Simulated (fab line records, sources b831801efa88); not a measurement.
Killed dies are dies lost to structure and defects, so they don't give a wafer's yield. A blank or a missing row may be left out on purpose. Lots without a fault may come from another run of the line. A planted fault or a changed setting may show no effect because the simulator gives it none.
Problem report in the 8D (eight disciplines) form, filled by code | flow gf180mcu | the parts of the form that need people (team, actions taken, sign-off) are left out

1. THE PROBLEM
V3_W_RS at GF_V3_RS_MEAS_24 reads a mean of 1.083 ohm/sq on 4 wafers of 2 lots; wafers without a fault read 0.327 ohm/sq with a standard deviation of 0.0037. That is +99 or more standard deviations from the usual mean.
The step: measures by four-point-probe.
First seen on wafer L485.3, day 24 07:09, on film_metro-04. The record holds 18 wafers of 6 lots with a number at this step. Rule for "out", or "out of limits": more than 4 standard deviations from the usual mean. The other wafers with a number count as sound.

2. WHAT IT IS AND WHAT IT IS NOT
question                    | is                             | is not
which readings at this step | V3_W_RS                        | -
which lots                  | L485, L488                     | L482, L498, L499, L500
which wafers of those lots  | L485.3, L485.5, L488.3, L488.5 | L485.4, L488.2
read on which gauges        | film_metro-04                  | film_metro-01, film_metro-02
when                        | from day 24 07:09              | up to then (4 sound wafers); but 10 sound wafers of L488, L498, L499, L500 came after

3. SUSPECTS, AND WHAT RULES EACH OUT
Counting: a tool at a process step up to the reading stays a suspect if it ran every lot that is out. Sound lots after the first of them don't rule it out here, since some wafers of a struck lot are sound.
- the gauge at GF_V3_RS_MEAS_24: ruled out. All the wafers that are out were read on film_metro-04, but those of them that GF_V3_CMP_26 has rows for are out there too, on other tools.
- rie_diel-04 at GF_V3_ETCH_17 (etches SiO2 in C4F8/O2/Ar, stops on TiN, target depth 635 nm): kept. It ran every lot that is out, first L485 (day 24 06:24). GF_V3_ETCH_17 gives no start for some lots, so the hours and the order of its lots are those of GF_V3_STRIP_18.
- cvd_w-01 at GF_V3_CVD_23 (deposits W, target thk 350 nm, time 104.9 s): kept. It ran every lot that is out, first L485 (day 24 07:02); its last sound lot up to then is L482 (day 23 11:07).
- Within cvd_w-01 at GF_V3_CVD_23: the wafers that are out ran in chamber 1; their sound lot-mates ran in chamber 0.
Left after counting: rie_diel-04 at GF_V3_ETCH_17, cvd_w-01 at GF_V3_CVD_23.

4. THE CAUSE (what the simulator had put in)
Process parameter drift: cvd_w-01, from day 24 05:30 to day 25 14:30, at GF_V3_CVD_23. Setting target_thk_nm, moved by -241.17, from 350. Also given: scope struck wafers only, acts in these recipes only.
Counting left 2 suspects, and this tool is among them.

5. THE CHAIN OF EFFECTS, in route order
Each row: a reading whose mean over the struck wafers that have a number lies more than 3 standard deviations from the usual. Only readings for which the record gives a usual standard deviation are gone through. hours: the time from each lot's start at the first step in this table that gives one to its start at this step, as a median over the lots. sigmas: the change in usual standard deviations.
hours | step              | reading            | usual        | on struck wafers | change | sigmas
0     | GF_V3_RS_MEAS_24  | V3_W_RS            | 0.327 ohm/sq | 1.083            | +0.756 | +99 or more
0     | GF_V3_THK_MEAS_25 | V3_W_THK           | 346 nm       | 107              | -239   | -46
0     | GF_V3_CMP_26      | time_to_endpoint_s | 84 s         | 28               | -56    | -12
The process steps in it:
- GF_V3_CMP_26: polishes, stops on SiO2, t overpolish 15 s, target thk 0 nm.

6. WHAT WOULD HAVE CAUGHT IT SOONER
In this record the first reading out of limits at a measuring or inspecting step was taken at day 24 07:09, 2 hours after the fault began at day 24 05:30.
Of the tool readings at GF_V3_CVD_23 for which the record gives a usual standard deviation, none was out on any struck wafer, so an alarm limit of 4 standard deviations on them would not have fired.
Of the lots that are out (2), L488 began GF_V3_CVD_23 on cvd_w-01 after day 24 07:09. A hold on the tool at that time would have spared it.
